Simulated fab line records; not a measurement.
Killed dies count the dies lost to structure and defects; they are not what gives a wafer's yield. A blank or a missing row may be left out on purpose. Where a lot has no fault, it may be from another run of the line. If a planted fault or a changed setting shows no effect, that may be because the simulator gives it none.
fab line records ; flow sky130 ; part 1 of 2: steps 1 to 30 of 41
record lots=5; wafers=15; last_day=50
route steps=708 shown NWELL@64 PWDE@84 VT_ADJUST_HVTP@85 VT_ADJUST_LVTN@97
lots that met no fault: from a run of the same line without faults
start_h: start of the lot's first displayed wafer, in hours after the record's first day ; wait_h: hours elapsed since this lot's preceding step ; " same as the row above ; L1.1+2: a single row standing in for several wafers ; - no value, or no start was given ; * or withheld: withheld ; < > ~ a bound
route shown NAME@n: a module of which the file shows steps, and the number in the route of the first ; usual: average and standard deviation across the fault-free wafers ; same: alike in all rows ; chamber/n: place in a boat ; sites: readings site by site ; _std_site: standard deviation of those values ; _edge_site: the outer-site mean with the inner-site mean subtracted ; radius_mm: how far each site lies from the wafer's centre ; mask NAME#n: copy n ; behind: the most recent tool/chamber to have shaped the wafer ; hold: why the lot was held/for how many hours/how that ended ; device: the transistor (n, p or np) that didn't switch ; end of line: tests of these same wafers at the route's end ; a step without rows: its recipe alone ; killed: dies that structure and defects cost at the first sort, which is not the same as the wafer's yield ; map: per-die view of a wafer (x killed, . not killed, _ where there is no die)
set.NAME: the setting the step ran with; set.NAME@STEP: the setting that earlier step ran with ; model.NAME: the simulator's own value behind a step, which no gauge read
certain route steps with their lots: each step a table, each wafer a row
services: the hour from which a tool's chamber was out of use, counted from the record's first day as start_h (under 0 if before that day), plus the number of hours and why
## steps
# step SKY_NWELL_IMPLANT_11
# recipe species=P; energy_kev=400; dose_cm2=1.9e+13; tilt_deg=withheld
lot.wafer;tool;chamber;start_h;wait_h
L076.2+4+6;implanter-01;0;105.04;0.0
L080.4+5+6;implanter-01;0;127.21;0.1
L086.3+5+6;implanter-03;0;162.16;0.1
L093.1+2+3;implanter-03;0;205.93;0.0
L094.1+2+6;implanter-01;0;212.56;0.0
# step SKY_NWELL_IMPLANT_12
# recipe species=P; energy_kev=120; dose_cm2=1.3e+12; tilt_deg=withheld
lot.wafer;tool;chamber;start_h;wait_h
L076.2+4+6;implanter-01;0;105.19;0.1
L080.4+5+6;implanter-01;0;127.36;0.1
L086.3+5+6;implanter-03;0;162.31;0.1
L093.1+2+3;implanter-03;0;206.08;0.1
L094.1+2+6;implanter-01;0;212.71;0.1
# step SKY_NWELL_IMPLANT_13
# recipe species=P; energy_kev=50; dose_cm2=7e+11; tilt_deg=withheld
lot.wafer;tool;chamber;start_h;wait_h
L076.2+4+6;implanter-01;0;105.34;0.1
L080.4+5+6;implanter-01;0;127.51;0.1
L086.3+5+6;implanter-03;0;162.46;0.1
L093.1+2+3;implanter-03;0;206.23;0.1
L094.1+2+6;implanter-01;0;212.86;0.1
# step SKY_NWELL_STRIP_14
# recipe chemistry=O2/N2; power_w=1400; pressure_mtorr=1500; platen_temp_c=withheld; o2_flow_sccm=3000; n2_flow_sccm=300; overash_fraction=0.5
# usual chamber_pressure_mTorr=1499.8/1.5; drypump_motor_current_A=5.5/0.4; oes_product_au=0.723/0.0047; strip_time_to_endpoint_s=36.87/0.12
lot.wafer;tool;chamber;start_h;wait_h;chamber_pressure_mTorr;drypump_motor_current_A;oes_product_au;rf_hours_counter_h;strip_time_to_endpoint_s
L076.2;plasma_asher-03;1;105.46;0.1;1497.6;6.1;0.728;36;36.91
L076.4;plasma_asher-03;1;105.46;0.1;1501.2;6.1;0.718;-;36.91
L076.6;plasma_asher-03;1;105.46;0.1;1503.4;6.1;0.724;-;36.89
L080.4;plasma_asher-03;0;127.61;0.1;1500.7;5.3;0.710;-;36.78
L080.5;plasma_asher-03;0;127.61;0.1;1500.7;5.4;0.719;-;36.82
L080.6;plasma_asher-03;1;127.61;0.1;1498.2;6.1;0.718;-;36.75
L086.3;plasma_asher-01;0;162.60;0.1;1501.6;5.0;0.725;-;36.92
L086.5;plasma_asher-01;1;162.60;0.1;1500.4;5.8;0.728;-;36.92
L086.6;plasma_asher-01;0;162.60;0.1;1500.5;5.0;0.723;-;36.86
L093.1;plasma_asher-01;0;206.38;0.1;1500.1;5.0;0.724;9;36.84
L093.2;plasma_asher-01;1;206.38;0.1;1498.1;5.8;0.725;9;36.80
L093.3;plasma_asher-01;0;206.38;0.1;1502.1;5.0;0.723;-;36.88
L094.1;plasma_asher-03;1;213.01;0.1;1501.2;6.1;0.719;47;36.79
L094.2;plasma_asher-03;0;213.01;0.1;1498.8;5.4;0.720;47;36.78
L094.6;plasma_asher-03;0;213.01;0.1;1500.6;5.4;0.716;-;36.92
# step SKY_NWELL_TW_MEAS_15
# usual NWELL_TW=1828/12
lot.wafer;tool;chamber;start_h;wait_h;NWELL_TW
L076.2;film_metro-02;-;105.57;0.1;1847
L076.4;film_metro-02;-;105.57;0.1;1842
L076.6;film_metro-02;-;105.57;0.1;1845
L080.4;film_metro-01;-;127.71;0.1;1800
L080.5;film_metro-01;-;127.71;0.1;1816
L080.6;film_metro-01;-;127.71;0.1;1818
L086.3;film_metro-02;-;162.68;0.1;1828
L086.5;film_metro-02;-;162.68;0.1;1837
L086.6;film_metro-02;-;162.68;0.1;1830
L093.1;film_metro-03;-;206.48;0.1;1822
L093.2;film_metro-03;-;206.48;0.1;1836
L093.3;film_metro-03;-;206.48;0.1;1815
L094.1;film_metro-02;-;213.11;0.1;1820
L094.2;film_metro-02;-;213.11;0.1;1820
L094.6;film_metro-02;-;213.11;0.1;1818
# step SKY_NWELL_DEHYDRATE_16
# recipe temp_c=200; time_s=60
# same time_s=60
lot.wafer;tool;chamber;start_h;wait_h
L076.2+4+6;litho_track-01;0;113.75;8.2
L080.4+5+6;litho_track-03;0;137.12;9.4
L086.3+5+6;litho_track-04;0;172.79;10.1
L093.1+2+3;litho_track-01;0;217.43;10.9
L094.1+2+6;litho_track-01;0;223.63;10.5
# step SKY_NWELL_HMDS_17
# recipe prime_time_s=60; prime_temp_c=120
# usual prime_temp_c=120.01/0.13
lot.wafer;tool;chamber;start_h;wait_h;prime_temp_c
L076.2;litho_track-01;0;113.90;0.1;119.89
L076.4;litho_track-01;0;113.90;0.1;120.02
L076.6;litho_track-01;0;113.90;0.1;120.04
L080.4;litho_track-03;0;137.27;0.1;119.98
L080.5;litho_track-03;0;137.27;0.1;120.07
L080.6;litho_track-03;0;137.27;0.1;120.13
L086.3;litho_track-04;0;172.94;0.1;119.97
L086.5;litho_track-04;0;172.94;0.1;120.18
L086.6;litho_track-04;0;172.94;0.1;119.83
L093.1;litho_track-01;0;217.58;0.1;120.04
L093.2;litho_track-01;0;217.58;0.1;119.95
L093.3;litho_track-01;0;217.58;0.1;120.00
L094.1;litho_track-01;0;223.78;0.1;119.80
L094.2;litho_track-01;0;223.78;0.1;120.01
L094.6;litho_track-01;0;223.78;0.1;119.84
# step SKY_NWELL_COAT_18
# recipe spin_rpm=2000; resist_thk_nm=3000
# usual dispense_pressure_kPa=51.6/2.6
lot.wafer;tool;chamber;start_h;wait_h;dispense_pressure_kPa
L076.2;litho_track-01;0;114.05;0.1;50.3
L076.4;litho_track-01;0;114.05;0.1;50.3
L076.6;litho_track-01;0;114.05;0.1;50.4
L080.4;litho_track-03;0;137.42;0.1;48.8
L080.5;litho_track-03;0;137.42;0.1;48.8
L080.6;litho_track-03;0;137.42;0.1;48.8
L086.3;litho_track-04;0;173.09;0.1;54.8
L086.5;litho_track-04;0;173.09;0.1;54.8
L086.6;litho_track-04;0;173.09;0.1;54.8
L093.1;litho_track-01;0;217.73;0.1;50.4
L093.2;litho_track-01;0;217.73;0.1;50.3
L093.3;litho_track-01;0;217.73;0.1;50.3
L094.1;litho_track-01;0;223.93;0.1;50.3
L094.2;litho_track-01;0;223.93;0.1;50.3
L094.6;litho_track-01;0;223.93;0.1;50.3
# step SKY_NWELL_SOFTBAKE_19
# recipe temp_c=110; time_s=withheld
lot.wafer;tool;chamber;start_h;wait_h
L076.2+4+6;litho_track-01;0;114.21;0.1
L080.4+5+6;litho_track-03;0;137.59;0.1
L086.3+5+6;litho_track-04;0;173.26;0.1
L093.1+2+3;litho_track-01;0;217.88;0.1
L094.1+2+6;litho_track-01;0;224.08;0.1
# step SKY_NWELL_EXPOSE_20
# recipe mask_id=NWM_COMPLEMENT; na=0.6; source_shape=conventional; sigma_outer=0.6; polarization=unpolarized; target_cd_nm=840; dose_mj=260
# usual focus_offset_nm=0.0/0.57
lot.wafer;tool;chamber;start_h;wait_h;mask;focus_offset_nm
L076.2;iline_stepper-01;0;-;-;NWM_COMPLEMENT#0;-0.1
L076.4;iline_stepper-01;0;-;-;NWM_COMPLEMENT#0;0.2
L076.6;iline_stepper-01;0;-;-;NWM_COMPLEMENT#0;-0.3
L080.4;iline_stepper-02;0;-;-;NWM_COMPLEMENT#0;-1.5
L080.5;iline_stepper-02;0;-;-;NWM_COMPLEMENT#0;-0.5
L080.6;iline_stepper-02;0;-;-;NWM_COMPLEMENT#0;-0.1
L086.3;iline_stepper-01;0;-;-;NWM_COMPLEMENT#0;-0.1
L086.5;iline_stepper-01;0;-;-;NWM_COMPLEMENT#0;-1.1
L086.6;iline_stepper-01;0;-;-;NWM_COMPLEMENT#0;0.1
L093.1;iline_stepper-01;0;-;-;NWM_COMPLEMENT#0;-0.6
L093.2;iline_stepper-01;0;-;-;NWM_COMPLEMENT#0;0.2
L093.3;iline_stepper-01;0;-;-;NWM_COMPLEMENT#0;0.5
L094.1;iline_stepper-01;0;-;-;NWM_COMPLEMENT#0;-0.6
L094.2;iline_stepper-01;0;-;-;NWM_COMPLEMENT#0;0.1
L094.6;iline_stepper-01;0;-;-;NWM_COMPLEMENT#0;0.1
# step SKY_NWELL_PEB_21
# recipe temp_c=115; time_s=withheld
lot.wafer;tool;chamber;start_h;wait_h
L076.2+4+6;litho_track-01;0;-;-
L080.4+5+6;litho_track-03;0;-;-
L086.3+5+6;litho_track-03;0;-;-
L093.1+2+3;litho_track-01;0;-;-
L094.1+2+6;litho_track-03;0;-;-
# step SKY_NWELL_DEVELOP_22
# recipe wall_angle_deg=90; developer=TMAH; develop_time_s=60; dev_temp_c=23
lot.wafer;tool;chamber;start_h;wait_h
L076.2+4+6;litho_track-01;0;-;-
L080.4+5+6;litho_track-03;0;-;-
L086.3+5+6;litho_track-03;0;-;-
L093.1+2+3;litho_track-01;0;-;-
L094.1+2+6;litho_track-03;0;-;-
# step SKY_NWELL_OVL_MEAS_23
# usual NWELL_01_OVL=0.6/1.2
lot.wafer;tool;chamber;start_h;wait_h;NWELL_01_OVL[nm]
L076.2;overlay-02;-;124.23;-;0.6
L076.4;overlay-02;-;124.23;-;1.9
L076.6;overlay-02;-;124.23;-;1.6
L080.4;overlay-01;-;147.11;-;-0.8
L080.5;overlay-01;-;147.11;-;1.6
L080.6;overlay-01;-;147.11;-;0.4
L086.3;overlay-02;-;184.55;-;2.1
L086.5;overlay-02;-;184.55;-;1.2
L086.6;overlay-02;-;184.55;-;1.0
L093.1;overlay-02;-;229.43;-;0.0
L093.2;overlay-02;-;229.43;-;-0.8
L093.3;overlay-02;-;229.43;-;-1.4
L094.1;overlay-02;-;235.79;-;2.3
L094.2;overlay-02;-;235.79;-;3.1
L094.6;overlay-02;-;235.79;-;2.2
# step SKY_NWELL_IMPLANT_24
# recipe species=B; energy_kev=140; dose_cm2=9.2e+12; tilt_deg=withheld
lot.wafer;tool;chamber;start_h;wait_h
L076.2+4+6;implanter-03;0;124.29;0.0
L080.4+5+6;implanter-01;0;147.20;0.1
L086.3+5+6;implanter-02;0;184.63;0.1
L093.1+2+3;implanter-02;0;229.46;0.0
L094.1+2+6;implanter-02;0;235.83;0.0
# step SKY_NWELL_STRIP_25
# recipe chemistry=O2/N2; power_w=1400; pressure_mtorr=1500; platen_temp_c=withheld; o2_flow_sccm=3000; n2_flow_sccm=300; overash_fraction=0.5
# usual chamber_pressure_mTorr=1500.0/1.5; drypump_motor_current_A=5.5/0.39; oes_product_au=0.722/0.0045; strip_time_to_endpoint_s=36.91/0.1
lot.wafer;tool;chamber;start_h;wait_h;chamber_pressure_mTorr;drypump_motor_current_A;oes_product_au;rf_hours_counter_h;strip_time_to_endpoint_s
L076.2;plasma_asher-01;1;124.41;0.1;1499.3;5.9;0.727;1;36.73
L076.4;plasma_asher-01;0;124.41;0.1;1500.5;5.0;0.722;-;36.84
L076.6;plasma_asher-01;0;124.41;0.1;1501.5;5.0;0.725;-;36.81
L080.4;plasma_asher-03;0;147.31;0.1;1500.2;5.4;0.720;-;36.99
L080.5;plasma_asher-03;1;147.31;0.1;1499.1;6.2;0.719;-;36.94
L080.6;plasma_asher-03;0;147.31;0.1;1499.7;5.3;0.725;-;37.01
L086.3;plasma_asher-01;0;184.76;0.1;1500.6;4.9;0.727;-;37.06
L086.5;plasma_asher-01;0;184.76;0.1;1502.6;5.0;0.721;-;37.17
L086.6;plasma_asher-01;1;184.76;0.1;1498.2;5.8;0.727;-;37.12
L093.1;plasma_asher-01;1;229.61;0.1;1501.2;5.9;0.725;11;37.08
L093.2;plasma_asher-01;0;229.61;0.1;1497.8;5.0;0.724;11;37.13
L093.3;plasma_asher-01;1;229.61;0.1;1499.4;5.8;0.720;-;37.12
L094.1;plasma_asher-03;1;235.98;0.1;1499.5;6.2;0.725;49;36.91
L094.2;plasma_asher-03;0;235.98;0.1;1499.9;5.4;0.718;49;36.91
L094.6;plasma_asher-03;1;235.98;0.1;1500.0;6.2;0.725;-;36.93
# step SKY_NWELL_TW_MEAS_26
# usual NWELL_2_TW=497/3.1
lot.wafer;tool;chamber;start_h;wait_h;NWELL_2_TW
L076.2;film_metro-02;-;124.52;0.1;497
L076.4;film_metro-02;-;124.52;0.1;499
L076.6;film_metro-02;-;124.52;0.1;499
L080.4;film_metro-03;-;147.41;0.1;498
L080.5;film_metro-03;-;147.41;0.1;495
L080.6;film_metro-03;-;147.41;0.1;499
L086.3;film_metro-03;-;184.85;0.1;502
L086.5;film_metro-03;-;184.85;0.1;502
L086.6;film_metro-03;-;184.85;0.1;502
L093.1;film_metro-01;-;229.71;0.1;495
L093.2;film_metro-01;-;229.71;0.1;494
L093.3;film_metro-01;-;229.71;0.1;496
L094.1;film_metro-02;-;236.08;0.1;505
L094.2;film_metro-02;-;236.08;0.1;501
L094.6;film_metro-02;-;236.08;0.1;500
# step SKY_NWELL_CLEAN_27
# recipe chemistry=SC1/SC2; mix=1:4:20; temp_c=70; time_s=150; dry=n2_spin
# same time_s=150
lot.wafer;tool;chamber;start_h;wait_h
L076.2+4+6;wet_bench-03;2;124.57;0.0
L080.4+5+6;wet_bench-01;2;147.46;0.0
L086.3+5+6;wet_bench-03;3;184.89;0.0
L093.1+2+3;wet_bench-01;0;229.77;0.1
L094.1+2+6;wet_bench-02;3;236.14;0.1
# step SKY_NWELL_RTA_28
# recipe temp_c=1050; time_s=30; idle_temp_c=650; ramp_up_c_per_s=150; ramp_down_c_per_s=90; ambient=N2
# usual lamp_power_pct=25.30/0.058; ramp_up_c_per_s=150.00/0.029; wafer_temp_C_max=1054.8/0.96
# same time_s=30
lot.wafer;tool;chamber;start_h;wait_h;lamp_power_pct;ramp_up_c_per_s;wafer_temp_C_max
L076.2;rtp_anneal-02;0;124.64;0.0;25.36;150.02;1054.1
L076.4;rtp_anneal-02;0;124.64;0.0;25.22;149.97;1054.1
L076.6;rtp_anneal-02;0;124.64;0.0;25.41;150.00;1054.8
L080.4;rtp_anneal-01;0;147.56;0.1;25.24;150.00;1055.7
L080.5;rtp_anneal-01;0;147.56;0.1;25.26;150.02;1054.1
L080.6;rtp_anneal-01;0;147.56;0.1;25.29;149.99;1052.8
L086.3;rtp_anneal-01;0;184.98;0.0;25.30;150.02;1055.6
L086.5;rtp_anneal-01;0;184.98;0.0;25.29;150.02;1055.5
L086.6;rtp_anneal-01;0;184.98;0.0;25.33;150.02;1055.1
L093.1;rtp_anneal-01;0;229.83;0.0;25.23;149.97;1055.2
L093.2;rtp_anneal-01;0;229.83;0.0;25.27;149.98;1053.9
L093.3;rtp_anneal-01;0;229.83;0.0;25.36;149.99;1055.2
L094.1;rtp_anneal-02;0;236.19;0.0;25.32;150.01;1054.5
L094.2;rtp_anneal-02;0;236.19;0.0;25.29;150.03;1055.2
L094.6;rtp_anneal-02;0;236.19;0.0;25.37;149.99;1055.2
# step SKY_NWELL_RS_MEAS_29
# recipe thk_meas_gauge=four-point-probe
# usual NWELL_RS=624.2/1.9
lot.wafer;tool;chamber;start_h;wait_h;NWELL_RS[ohm/sq]
L076.2;film_metro-01;-;124.74;0.1;624.1
L076.4;film_metro-01;-;124.74;0.1;625.0
L076.6;film_metro-01;-;124.74;0.1;624.8
L080.4;film_metro-01;-;147.67;0.1;625.0
L080.5;film_metro-01;-;147.67;0.1;624.7
L080.6;film_metro-01;-;147.67;0.1;624.1
L086.3;film_metro-02;-;185.08;0.1;625.5
L086.5;film_metro-02;-;185.08;0.1;622.7
L086.6;film_metro-02;-;185.08;0.1;624.9
L093.1;film_metro-02;-;229.93;0.1;620.6
L093.2;film_metro-02;-;229.93;0.1;622.3
L093.3;film_metro-02;-;229.93;0.1;624.9
L094.1;film_metro-03;-;236.29;0.1;628.4
L094.2;film_metro-03;-;236.29;0.1;626.2
L094.6;film_metro-03;-;236.29;0.1;627.4
# step SKY_NWELL_RS_MEAS_31
# recipe thk_meas_gauge=four-point-probe
# usual PWDE_RS=5274/16
lot.wafer;tool;chamber;start_h;wait_h;PWDE_RS[ohm/sq]
L076.2;film_metro-01;-;124.98;0.1;5269
L076.4;film_metro-01;-;124.98;0.1;5245
L076.6;film_metro-01;-;124.98;0.1;5261
L080.4;film_metro-01;-;147.91;0.1;5280
L080.5;film_metro-01;-;147.91;0.1;5273
L080.6;film_metro-01;-;147.91;0.1;5262
L086.3;film_metro-02;-;185.32;0.1;5298
L086.5;film_metro-02;-;185.32;0.1;5258
L086.6;film_metro-02;-;185.32;0.1;5268
L093.1;film_metro-02;-;230.17;0.1;5263
L093.2;film_metro-02;-;230.17;0.1;5274
L093.3;film_metro-02;-;230.17;0.1;5292
L094.1;film_metro-03;-;236.53;0.1;5296
L094.2;film_metro-03;-;236.53;0.1;5301
L094.6;film_metro-03;-;236.53;0.1;5299
# step SKY_VT_ADJUST_HVTP_DEHYDRATE_00
# recipe temp_c=200; time_s=60
# same time_s=60
lot.wafer;tool;chamber;start_h;wait_h
L076.2+4+6;litho_track-02;0;134.04;9.0
L080.4+5+6;litho_track-01;0;157.70;9.8
L086.3+5+6;litho_track-02;0;195.62;10.3
L093.1+2+3;litho_track-01;0;240.88;10.7
L094.1+2+6;litho_track-04;0;247.19;10.6
# step SKY_VT_ADJUST_HVTP_HMDS_01
# recipe prime_time_s=60; prime_temp_c=120
# usual prime_temp_c=120.03/0.13
lot.wafer;tool;chamber;start_h;wait_h;prime_temp_c
L076.2;litho_track-02;0;134.19;0.1;120.04
L076.4;litho_track-02;0;134.19;0.1;120.00
L076.6;litho_track-02;0;134.19;0.1;119.98
L080.4;litho_track-01;0;157.85;0.1;119.92
L080.5;litho_track-01;0;157.85;0.1;120.33
L080.6;litho_track-01;0;157.85;0.1;119.91
L086.3;litho_track-02;0;195.77;0.1;120.16
L086.5;litho_track-02;0;195.77;0.1;120.22
L086.6;litho_track-02;0;195.77;0.1;120.06
L093.1;litho_track-01;0;241.03;0.1;120.09
L093.2;litho_track-01;0;241.03;0.1;120.04
L093.3;litho_track-01;0;241.03;0.1;120.07
L094.1;litho_track-04;0;247.34;0.1;119.85
L094.2;litho_track-04;0;247.34;0.1;119.79
L094.6;litho_track-04;0;247.34;0.1;119.88
# step SKY_VT_ADJUST_HVTP_COAT_02
# recipe resist=NOVOLAK; spin_rpm=3000; resist_thk_nm=1140
# usual dispense_pressure_kPa=51/3.1
lot.wafer;tool;chamber;start_h;wait_h;dispense_pressure_kPa
L076.2;litho_track-02;0;134.34;0.1;48
L076.4;litho_track-02;0;134.34;0.1;48
L076.6;litho_track-02;0;134.34;0.1;48
L080.4;litho_track-01;0;158.00;0.1;50
L080.5;litho_track-01;0;158.00;0.1;50
L080.6;litho_track-01;0;158.00;0.1;50
L086.3;litho_track-02;0;195.92;0.1;48
L086.5;litho_track-02;0;195.92;0.1;48
L086.6;litho_track-02;0;195.92;0.1;48
L093.1;litho_track-01;0;241.18;0.1;50
L093.2;litho_track-01;0;241.18;0.1;50
L093.3;litho_track-01;0;241.18;0.1;50
L094.1;litho_track-04;0;247.49;0.1;55
L094.2;litho_track-04;0;247.49;0.1;55
L094.6;litho_track-04;0;247.49;0.1;55
# step SKY_VT_ADJUST_HVTP_SOFTBAKE_03
# recipe temp_c=90; time_s=60; resist=NOVOLAK
# same time_s=60
lot.wafer;tool;chamber;start_h;wait_h
L076.2+4+6;litho_track-02;0;134.49;0.1
L080.4+5+6;litho_track-01;0;158.15;0.1
L086.3+5+6;litho_track-02;0;196.07;0.1
L093.1+2+3;litho_track-01;0;241.33;0.1
L094.1+2+6;litho_track-04;0;247.64;0.1
# step SKY_VT_ADJUST_HVTP_EXPOSE_04
# recipe mask_id=HVTPM; na=0.6; source_shape=conventional; sigma_outer=0.6; polarization=unpolarized; target_cd_nm=380; dose_mj=140
# usual focus_offset_nm=0.1/0.52
lot.wafer;tool;chamber;start_h;wait_h;mask;focus_offset_nm
L076.2;iline_stepper-02;0;-;-;HVTPM#0;0.8
L076.4;iline_stepper-02;0;-;-;HVTPM#0;0.8
L076.6;iline_stepper-02;0;-;-;HVTPM#0;1.0
L080.4;iline_stepper-02;0;-;-;HVTPM#0;0.4
L080.5;iline_stepper-02;0;-;-;HVTPM#0;0.1
L080.6;iline_stepper-02;0;-;-;HVTPM#0;0.2
L086.3;iline_stepper-02;0;-;-;HVTPM#0;-0.2
L086.5;iline_stepper-02;0;-;-;HVTPM#0;0.1
L086.6;iline_stepper-02;0;-;-;HVTPM#0;-0.2
L093.1;iline_stepper-01;0;-;-;HVTPM#0;0.3
L093.2;iline_stepper-01;0;-;-;HVTPM#0;0.0
L093.3;iline_stepper-01;0;-;-;HVTPM#0;0.0
L094.1;iline_stepper-02;0;-;-;HVTPM#0;0.3
L094.2;iline_stepper-02;0;-;-;HVTPM#0;-0.6
L094.6;iline_stepper-02;0;-;-;HVTPM#0;-0.2
# step SKY_VT_ADJUST_HVTP_PEB_05
# recipe temp_c=withheld; time_s=*; resist=NOVOLAK
# same time_s=*
lot.wafer;tool;chamber;start_h;wait_h
L076.2+4+6;litho_track-04;0;-;-
L080.4+5+6;litho_track-02;0;-;-
L086.3+5+6;litho_track-02;0;-;-
L093.1+2+3;litho_track-02;0;-;-
L094.1+2+6;litho_track-02;0;-;-
# step SKY_VT_ADJUST_HVTP_DEVELOP_06
# recipe resist=NOVOLAK; developer=TMAH; develop_time_s=60; dev_temp_c=23
lot.wafer;tool;chamber;start_h;wait_h
L076.2+4+6;litho_track-04;0;144.37;0.1
L080.4+5+6;litho_track-02;0;169.09;0.1
L086.3+5+6;litho_track-02;0;207.52;0.1
L093.1+2+3;litho_track-02;0;253.47;0.1
L094.1+2+6;litho_track-02;0;260.37;0.1
# step SKY_VT_ADJUST_HVTP_CD_MEAS_07
# recipe target_cd_nm=380
# usual cd_nm=380.5/2.6
lot.wafer;tool;chamber;start_h;wait_h;cd_nm
L076.2;cd_sem-02;-;144.57;0.2;380.0
L076.4;cd_sem-02;-;144.57;0.2;381.0
L076.6;cd_sem-02;-;144.57;0.2;381.3
L080.4;cd_sem-02;-;169.23;0.1;380.8
L080.5;cd_sem-02;-;169.23;0.1;380.9
L080.6;cd_sem-02;-;169.23;0.1;379.8
L086.3;cd_sem-02;-;207.66;0.1;376.9
L086.5;cd_sem-02;-;207.66;0.1;376.8
L086.6;cd_sem-02;-;207.66;0.1;377.5
L093.1;cd_sem-01;-;253.62;0.1;380.6
L093.2;cd_sem-01;-;253.62;0.1;379.3
L093.3;cd_sem-01;-;253.62;0.1;379.9
L094.1;cd_sem-01;-;260.52;0.1;380.4
L094.2;cd_sem-01;-;260.52;0.1;382.8
L094.6;cd_sem-01;-;260.52;0.1;383.3
# step SKY_VT_ADJUST_HVTP_OVL_MEAS_08
# usual VT_ADJUST_HVTP_OVL=-0.8/1.3
lot.wafer;tool;chamber;start_h;wait_h;VT_ADJUST_HVTP_OVL[nm]
L076.2;overlay-01;-;144.67;0.1;-2.7
L076.4;overlay-01;-;144.67;0.1;-4.0
L076.6;overlay-01;-;144.67;0.1;-2.5
L080.4;overlay-02;-;169.30;0.1;-1.5
L080.5;overlay-02;-;169.30;0.1;-1.6
L080.6;overlay-02;-;169.30;0.1;-0.4
L086.3;overlay-02;-;207.75;0.1;0.5
L086.5;overlay-02;-;207.75;0.1;0.1
L086.6;overlay-02;-;207.75;0.1;-0.8
L093.1;overlay-01;-;253.74;0.1;-0.3
L093.2;overlay-01;-;253.74;0.1;0.6
L093.3;overlay-01;-;253.74;0.1;-0.1
L094.1;overlay-01;-;260.64;0.1;-1.6
L094.2;overlay-01;-;260.64;0.1;0.2
L094.6;overlay-01;-;260.64;0.1;-0.7
# step SKY_VT_ADJUST_HVTP_IMPLANT_09
# recipe species=As; energy_kev=150; dose_cm2=4.3e+12; tilt_deg=withheld
lot.wafer;tool;chamber;start_h;wait_h
L076.2+4+6;implanter-04;0;144.73;0.0
L080.4+5+6;implanter-01;0;169.40;0.1
L086.3+5+6;implanter-04;0;207.82;0.1
L093.1+2+3;implanter-01;0;253.77;0.0
L094.1+2+6;implanter-01;0;260.67;0.0
